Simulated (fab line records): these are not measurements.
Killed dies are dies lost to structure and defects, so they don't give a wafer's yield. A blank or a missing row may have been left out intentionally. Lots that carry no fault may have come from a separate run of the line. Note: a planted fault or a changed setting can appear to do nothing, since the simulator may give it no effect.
8D (eight disciplines) problem report, filled in by code | flow sky130 | the parts of the form that need people (team, actions taken, sign-off) are left out

## 1. THE ISSUE
SKY_SD_N_STRIP_11, oes_product_au: mean 0.455 a.u. on 3 wafers (1 lot); fault-free wafers 0.528 a.u., standard deviation 0.0044. Measured from the usual mean, that is -17 standard deviations.
The step: strips in O2/N2.
The first sign was on wafer L642.2 at day 34 08:10, on plasma_asher-01. The record holds 39 wafers of 13 lots with a number at this step. Rule for "out" (also "out of limits"): further than 4 standard deviations from the usual mean. All remaining wafers that have a number are taken as sound.

## 2. WHAT IT IS AND WHAT IT IS NOT
question                    | is                     | is not
which readings at this step | oes_product_au         | drypump_motor_current_A
which lots                  | L642                   | L623, L624, L626, L627, L628, L631, L632, L634, L635, L637, L638, L640
which wafers of those lots  | all that have a number | -
read on which tools         | plasma_asher-01        | plasma_asher-02, plasma_asher-04
when                        | from day 34 08:10      | up to then (36 sound wafers)

## 3. WHAT RULES OUT EACH SUSPECT
Counting: a tool at a process step up to the reading stays a suspect if it ran every lot that is out and no sound lot after the first of them.
- plasma_asher-03 at SKY_LDD_HVN_STRIP_09 (strips in O2/N2): kept. It ran the lot that is out, L642 (day 27 06:07), and no sound lot after that; its last sound lot up to then is L638 (day 26 01:06).
- plasma_asher-01 at SKY_SD_N_STRIP_11 (strips in O2/N2): kept. It ran the lot that is out, L642 (day 34 08:10), and no sound lot after that; its last sound lot up to then is L637 (day 32 21:36). Its own readings are out on those wafers: oes_product_au.
After counting, plasma_asher-03 at SKY_LDD_HVN_STRIP_09 and plasma_asher-01 at SKY_SD_N_STRIP_11 remain.

## 4. THE CAUSE (what the simulator had put in)
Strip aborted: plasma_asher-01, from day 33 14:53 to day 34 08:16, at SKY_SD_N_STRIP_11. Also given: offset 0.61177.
After counting, 2 suspects remain, this tool included.

## 5. THE EFFECT CHAIN, in route order
One row per reading whose mean, taken over the struck wafers that have a number, lies over 3 standard deviations from the usual. Scope: only readings with a usual standard deviation given in the record; hours: median across lots of the time from each lot's start at the first step in this table that gives one to its start at this step; sigmas: change in usual standard deviations.
hours | step              | reading        | usual      | on struck wafers | change | sigmas
0     | SKY_SD_N_STRIP_11 | oes_product_au | 0.528 a.u. | 0.455            | -0.073 | -17
Its process steps:
- SKY_SD_N_STRIP_11: strips in O2/N2.
Readings that are blank on the struck wafers while sound wafers have them: strip_time_to_endpoint_s at SKY_SD_N_STRIP_11.

## 6. HOW IT WOULD HAVE BEEN CAUGHT EARLIER
The fault began at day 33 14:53; the first out-of-limits reading in this record came at day 34 08:10, 17 hours later.
